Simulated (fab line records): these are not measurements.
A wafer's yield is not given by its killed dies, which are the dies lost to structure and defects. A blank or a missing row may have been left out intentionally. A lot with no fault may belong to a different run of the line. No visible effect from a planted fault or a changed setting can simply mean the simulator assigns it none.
Struck lot and sound lot, side by side    flow sky130    35 out of 708 route steps
Sound: wafers L881.1, L881.5, L881.6. Wafers L888.2, L888.3, L888.5 were the ones struck. The cause comes at the end.
At each step with rows: each side's tool, then ch and its chambers, then its first start. Under that, the readings that differ: sound wafers    struck wafers    difference of the means    sigmas: that difference in standard deviations of wafers without a fault.
alike: readings with means less than 2 such deviations apart, plus words and numbers identical on both sides. not compared: withheld readings, readings lacking a value on some wafer, bounds such as >300 that could conceal the same value, and numbers that have no deviation in the record and whose values overlap.
Wherever a step has rows on one side only, a row that says differs or no value, or a row with sigmas, the two part there. Non-overlapping numbers with no deviation appear without sigmas and do not part them. A reading that every wafer of one side lacks parts them only if that side has two wafers or more.

first, 10 steps without rows for these wafers: SKY_METAL1_DEHYDRATE_07 (time 60 s); SKY_METAL1_HMDS_08 (prime time 60 s); SKY_METAL1_COAT_09 (resist thk 60 nm); SKY_METAL1_COAT_10 (resist thk 450 nm); SKY_METAL1_SOFTBAKE_11 (time 90 s); SKY_METAL1_EXPOSE_12 (exposes mask MM1, target cd 140 nm); SKY_METAL1_PEB_13; SKY_METAL1_DEVELOP_14 (develop time 60 s); SKY_METAL1_DESCUM_17 (chemistry O2, time 8 s); SKY_METAL1_ETCH_18 (etches BARC in N2/H2, stops on SiO2, time 45.9 s, target depth 60 nm).
SKY_METAL1_METAL_ETCH_19: etches the open film in Cl2/BCl3, stops on SiO2, target depth 360 nm, time 78 s.
  sound on rie metal-02 ch 0,1, day 34 01:17; struck on rie metal-03 ch 0, day 35 18:02
  alike: drypump motor current A, he backside leak sccm, oes product au, throttle valve pct
  not compared: rf hours counter h
then, 23 steps without rows for these wafers: SKY_METAL1_STRIP_20 (strips in O2/N2); SKY_METAL1_STRIP_21 (strips in post etch residue remover, time 1200 s); SKY_METAL1_CLEAN_22 (cleans in IPA, time 180 s); SKY_METAL1_CLEAN_23 (cleans in O3/DIW); SKY_VIA1_HDPCVD_00 (deposits SiO2, target thk 1030 nm, time 171.7 s); SKY_VIA1_CMP_02 (polishes SiO2); SKY_VIA1_DEHYDRATE_04 (time 60 s); SKY_VIA1_HMDS_05 (prime time 60 s); SKY_VIA1_COAT_06 (resist thk 60 nm); SKY_VIA1_COAT_07 (resist thk 450 nm); SKY_VIA1_SOFTBAKE_08 (time 90 s); SKY_VIA1_EXPOSE_09 (exposes mask VIM, target cd 150 nm); SKY_VIA1_PEB_10; SKY_VIA1_DEVELOP_11 (develop time 58.2 s); SKY_VIA1_ETCH_14 (etches BARC in N2/H2, stops on SiO2, time 45.9 s, target depth 60 nm); SKY_VIA1_ETCH_15 (etches SiO2 in C4F8/O2/Ar, stops on TiN, target depth 351 nm, time 54 s); SKY_VIA1_STRIP_16 (strips in O2/N2); SKY_VIA1_STRIP_17 (strips in post etch residue remover, time 1200 s); SKY_VIA1_CLEAN_18 (cleans in IPA, time 180 s); SKY_VIA1_CLEAN_19 (cleans in O3/DIW); SKY_VIA1_SPUTTER_20 (material TiN, target thk 20 nm, time 80 s); SKY_VIA1_CVD_21 (deposits W, target thk 270 nm, time 80.902 s); SKY_VIA1_CMP_24 (polishes, stops on SiO2, t overpolish 15 s, target thk 0 nm).
-- the record jumps here: 12 days lie between the struck wafers' starts before and after (it left off in module VIA1 and takes up again in module PAD_OPEN, whose first step shown is number 708 of the route) --
SKY_PAD_OPEN_PROBE_99:
  sound on prober-02 at day 47 07:02; struck on prober-02 at day 48 02:16
reading                                sound               struck             difference  sigmas
defect limited yield (%)               82.9 85.4 82.9      74.8 75.8 76.4     -8.1        -4
killed_at_M0_to_M3                     49 38 37            91 86 84           +46         +7
killed dies                            84 72 84            124 119 116        +40         +4
sort_bin_3_pad_short (%)               0.6 0.8 0.8         2.0 1.6 2.4        +1.3        +3
sort_bin_5_function (%)                11.2 8.3 9.1        14.8 14.4 15.4     +5.3        +4
sort n pass                            408 420 408         368 373 376        -40         -4
sort yield pct (%)                     82.9 85.4 82.9      74.8 75.8 76.4     -8.1        -4
model.etest.tester.sort n pass         408 420 408         368 373 376        -40         
model.etest.tester.sort yield pct (%)  82.93 85.37 82.93   74.8 75.81 76.42   -8.1        
model.etest.tester.sort_bin_5_pct (%)  11.18 8.333 9.146   14.84 14.43 15.45  +5.35       
model.etest.tester.sort_bin_3_pct (%)  0.6098 0.813 0.813  2.033 1.626 2.439  +1.287      
  alike: killed_at_M4_up, killed at contacts, killed at front end, killed open, killed short, sort_bin_6_memory

== WHERE THEY PART ==
At SKY_PAD_OPEN_PROBE_99 and nowhere else, as far as this record goes.

WHY: the cause the simulator had injected
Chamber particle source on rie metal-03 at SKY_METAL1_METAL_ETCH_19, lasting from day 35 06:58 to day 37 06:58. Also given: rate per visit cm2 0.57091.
